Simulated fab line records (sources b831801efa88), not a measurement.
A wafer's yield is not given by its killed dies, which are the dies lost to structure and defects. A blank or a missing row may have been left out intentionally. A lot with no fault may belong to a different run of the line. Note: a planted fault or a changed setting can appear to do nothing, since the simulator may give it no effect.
2 desks looking at one fault	flow gf180mcu	each desk holds nothing but its own numbers, with what lay behind them at the end

== DESK OF THE TOOL OWNER: implanter-03 ==
GF_HV_LDD_IMPLANT_34, tool's own readings: per-lot mean of the sampled wafers with a number, covering each lot this tool ran. Any lot whose mean is over 4 standard deviations away from the usual mean is out of limits and marked OUT; that distance is given in the brackets.
Columns: A = doseIonsCm2 at GF_HV_LDD_IMPLANT_34, usual 7.501e+12; B = faradayCurrentUA at GF_HV_LDD_IMPLANT_34, usual 42.3
lot	first seen here	A	B
L412	day 12 00:14	7.497e+12	42.0
L416	day 13 07:28	7.499e+12	41.6
L419	day 14 08:27	7.501e+12	42.3
L421	day 15 02:54	7.502e+12	42.0
L424	day 16 05:49	6.677e+12 (-99 or more) OUT	37.4 (-6.2) OUT
L429	day 17 21:55	6.677e+12 (-99 or more) OUT	37.2 (-6.4) OUT
Finding of this desk: L424, L429 out of limits; the first was L424 at day 16 05:49, on doseIonsCm2 at GF_HV_LDD_IMPLANT_34. L412, L416, L419, L421: within limits.

== AT THE METROLOGY DESK ==
What the gauges read, lot by lot, whatever tool the lot ran on: means of the sampled wafers that have a number. Any lot whose mean is over 4 standard deviations away from the usual mean is out of limits and marked OUT; that distance is given in the brackets.
Columns: A = DUAL_GATE_OVL at GF_DUAL_GATE_OVL_MEAS_11, usual 0.1 nm; B = HV_LDD_3_TW at GF_HV_LDD_TW_MEAS_38, usual 1432
lot	first seen here	A	B
L410	day 8 03:57	0.3	1454
L412	day 8 17:06	1.4	1448
L413	day 9 02:01	0.1	1432
L414	day 9 11:53	0.3	1428
L415	day 9 15:28	1.2	1422
L416	day 9 22:55	1.0	1438
L418	day 10 12:09	1.3	1425
L419	day 10 20:54	-1.1	1456
L421	day 11 12:58	-0.6	1428
L424	day 12 10:28	-2.2	1417
L429	day 13 17:38	-2.0	1419
L430	day 14 05:09	-1.0	1420
L431	day 14 10:34	0.7	1412
L432	day 14 17:10	1.5	1419
This desk's verdict: no lot among the 14 shows anything out of limits.

== ALL TOGETHER ==
On L424, L429, at day 16 05:49, an alarm was possible from the tool owner's desk.
Nothing out of limits was seen by the metrology desk.
The metrology desk has L424, L429 on record, within its limits.
All the named lots went through GF_HV_LDD_IMPLANT_34 on implanter-03.

== WHAT THE SIMULATOR HAD INSERTED ==
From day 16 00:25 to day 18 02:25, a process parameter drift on implanter-03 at GF_HV_LDD_IMPLANT_34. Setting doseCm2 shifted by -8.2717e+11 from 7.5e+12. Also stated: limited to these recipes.
Lots struck among those shown: L424, L429.
Hours from the fault's start to each desk's first reading out of limits: the tool owner's desk, 5.
